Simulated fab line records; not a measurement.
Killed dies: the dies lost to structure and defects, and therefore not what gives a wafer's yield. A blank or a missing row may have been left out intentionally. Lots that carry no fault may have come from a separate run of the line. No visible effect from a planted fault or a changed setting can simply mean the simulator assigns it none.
Chamber matching :: flow sky130 :: SKY_CONTACT_ETCH_16 on rieDiel-02 has 4 sister chambers
The step etches BARC in N2/H2, stops on SiO2, time 45.9 s, target depth 60 nm. 8 wafers are shown with their chamber, then 7 later ones without.

## WAFERS PAIRED WITH THEIR CHAMBERS
wafer: L079.1
chamber: 1
throttleValvePct (%): 13.227
oesProductAu (a.u.): 0.861

wafer: L079.5
chamber: 0
throttleValvePct (%): 13.201
oesProductAu (a.u.): 0.853

wafer: L084.6
chamber: 2
throttleValvePct (%): 13.232
oesProductAu (a.u.): 0.863

wafer: L085.2
chamber: 1
throttleValvePct (%): 13.238
oesProductAu (a.u.): 0.854

wafer: L085.4
chamber: 0
throttleValvePct (%): 13.236
oesProductAu (a.u.): 0.853

wafer: L085.5
chamber: 2
throttleValvePct (%): 13.220
oesProductAu (a.u.): 0.867

wafer: L087.1
chamber: 3
throttleValvePct (%): 13.211
oesProductAu (a.u.): 0.859

wafer: L087.5
chamber: 3
throttleValvePct (%): 13.224
oesProductAu (a.u.): 0.853

## WAFERS MISSING THEIR CHAMBER
wafer: L087.6
throttleValvePct (%): 13.209
oesProductAu (a.u.): 0.853

wafer: L089.1
throttleValvePct (%): 13.226
oesProductAu (a.u.): 0.851

wafer: L089.2
throttleValvePct (%): 13.226
oesProductAu (a.u.): 0.865

wafer: L089.3
throttleValvePct (%): 13.246
oesProductAu (a.u.): 0.854

wafer: L094.1
throttleValvePct (%): 13.240
oesProductAu (a.u.): 0.855

wafer: L094.4
throttleValvePct (%): 13.227
oesProductAu (a.u.): 0.857

wafer: L094.5
throttleValvePct (%): 13.231
oesProductAu (a.u.): 0.862

## WHICH CHAMBER EACH WENT THROUGH
wafer: L087.6
from the rows above: can't be placed: 0 or 3 or 1
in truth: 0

wafer: L089.1
from the rows above: can't be placed: 0 or 3 or 1
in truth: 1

wafer: L089.2
from the rows above: 2
in truth: 2

wafer: L089.3
from the rows above: can't be placed: 1 or 0 or 3
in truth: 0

wafer: L094.1
from the rows above: can't be placed: 1 or 3 or 0
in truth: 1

wafer: L094.4
from the rows above: can't be placed: 1 or 3 or 0 or 2
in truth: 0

wafer: L094.5
from the rows above: can't be placed: 2 or 1 or 3 or 0
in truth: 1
Correctly placed: 1 of 7. Unplaceable from these rows: 6, with the true chamber sitting among the candidates in 6. 0 placed wrongly.
How it was worked out, from the rows above alone: a wafer's distance from a chamber is the root of the sum, over the readings, of the square of ((its reading less the chamber's mean) divided by the reading's scatter). If the next closest chamber is less than 2 further off than the closest, the wafer can't be placed; otherwise it belongs to the closest. A chamber's mean is the mean of its shown wafers. The scatter: take each reading less its chamber's mean, square it, sum over the shown wafers, divide by the number of wafers less the number of chambers, and take the root.
